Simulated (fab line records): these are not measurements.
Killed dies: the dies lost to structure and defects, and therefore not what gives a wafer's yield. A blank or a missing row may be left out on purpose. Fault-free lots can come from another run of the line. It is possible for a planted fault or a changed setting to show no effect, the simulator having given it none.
Which tool was responsible? :: flow sky130 :: 15 lots, 45 wafers sampled, at 2 steps of a route of 708

## WHAT THE GAUGES SHOWED, per wafer
SKY_METAL4_CD_MEAS_13: the cd target is 300 nm.
lot: L308
measured: day 42 22:57
on: cd-sem-01
cd-nm (nm): 300.9 300.3 299.6

lot: L310
measured: day 43 07:23
on: cd-sem-02
cd-nm (nm): 298.8 298.7 300.1

lot: L313
measured: day 44 09:22
on: cd-sem-01
cd-nm (nm): 298.9 299.1 298.7

lot: L315
measured: day 44 10:58
on: cd-sem-02
cd-nm (nm): 298.6 299.1 298.7

lot: L314
measured: day 44 11:13
on: cd-sem-02
cd-nm (nm): 302.1 301.1 300.0

lot: L316
measured: day 44 19:13
on: cd-sem-02
cd-nm (nm): 298.4 297.9 297.7

lot: L317
measured: day 45 03:28
on: cd-sem-01
cd-nm (nm): 300.7 299.8 300.6

lot: L318
measured: day 45 08:46
on: cd-sem-02
cd-nm (nm): 300.3 300.7 299.1

lot: L322
measured: day 46 01:41
on: cd-sem-01
cd-nm (nm): 301.4 300.6 301.4

lot: L323
measured: day 46 06:54
on: cd-sem-01
cd-nm (nm): 299.6 300.1 300.1

lot: L324
measured: day 46 11:31
on: cd-sem-02
cd-nm (nm): 297.2 295.5 296.9

lot: L325
measured: day 46 18:11
on: cd-sem-01
cd-nm (nm): 301.7 301.6 301.1

lot: L326
measured: day 47 03:13
on: cd-sem-02
cd-nm (nm): 299.1 299.5 298.5

lot: L328
measured: day 47 16:47
on: cd-sem-02
cd-nm (nm): 302.2 302.0 301.0

lot: L330
measured: day 47 20:40
on: cd-sem-02
cd-nm (nm): 299.0 300.0 300.8

SKY_VIA4_BOW_MEAS_03.
lot: L308
measured: day 43 00:42
on: film-metro-02
VIA4_BOW (um): 72 66 78

lot: L310
measured: day 43 09:05
on: film-metro-03
VIA4_BOW (um): 78 75 63

lot: L313
measured: day 44 11:04
on: film-metro-03
VIA4_BOW (um): 80 72 77

lot: L315
measured: day 44 12:44
on: film-metro-02
VIA4_BOW (um): 94 74 80

lot: L314
measured: day 44 13:04
on: film-metro-03
VIA4_BOW (um): 75 57 74

lot: L316
measured: day 44 20:55
on: film-metro-04
VIA4_BOW (um): 89 80 96

lot: L317
measured: day 45 05:05
on: film-metro-02
VIA4_BOW (um): 87 80 86

lot: L318
measured: day 45 10:46
on: film-metro-02
VIA4_BOW (um): 71 77 76

lot: L322
measured: day 46 03:48
on: film-metro-02
VIA4_BOW (um): 76 70 79

lot: L323
measured: day 46 08:47
on: film-metro-03
VIA4_BOW (um): 94 100 89

lot: L324
measured: day 46 13:08
on: film-metro-03
VIA4_BOW (um): 71 80 73

lot: L325
measured: day 46 19:59
on: film-metro-04
VIA4_BOW (um): 88 85 82

lot: L326
measured: day 47 05:07
on: film-metro-03
VIA4_BOW (um): 68 67 70

lot: L328
measured: day 47 18:32
on: film-metro-02
VIA4_BOW (um): 99 102 85

lot: L330
measured: day 47 22:25
on: film-metro-04
VIA4_BOW (um): 102 84 88

## TOOL THAT RAN EACH LOT (tool first, then ch and the chambers of the sampled wafers, then the start)
There is no process step in the record ahead of these readings.

## WHAT THE TOOLS THEMSELVES READ (means of the sampled wafers that have a number; where no wafer has one, the mark that the record gives instead)
The record holds no such reading with a usual standard deviation.

## THE ANSWER, worked out from the rows above alone
Rule: what is usual is taken from the lots themselves. Put in order of their means at a reading, lots are off if they are a third of the lots or fewer, leave a main group of 4 or more, and stand apart from it by a gap of 3 or more times the standard deviation of the main group's means; of several such gaps the widest counts. A main group is skipped when, at the precision printed for the reading in the tables above, its means are all equal. A lot without any number at a reading at which 4 lots or more have one is off too. The other lots that the step has rows for count as sound. After the gauges, taken in route order, come the tools' own readings; for these a lot's mean is taken, as printed above. At the first step where some lot is off, the reading lying furthest off is the one used; lots without a number count as furthest.
No lot is off at any reading shown: from this, nothing can be told.

## WHAT WAS PUT IN BY THE SIMULATOR
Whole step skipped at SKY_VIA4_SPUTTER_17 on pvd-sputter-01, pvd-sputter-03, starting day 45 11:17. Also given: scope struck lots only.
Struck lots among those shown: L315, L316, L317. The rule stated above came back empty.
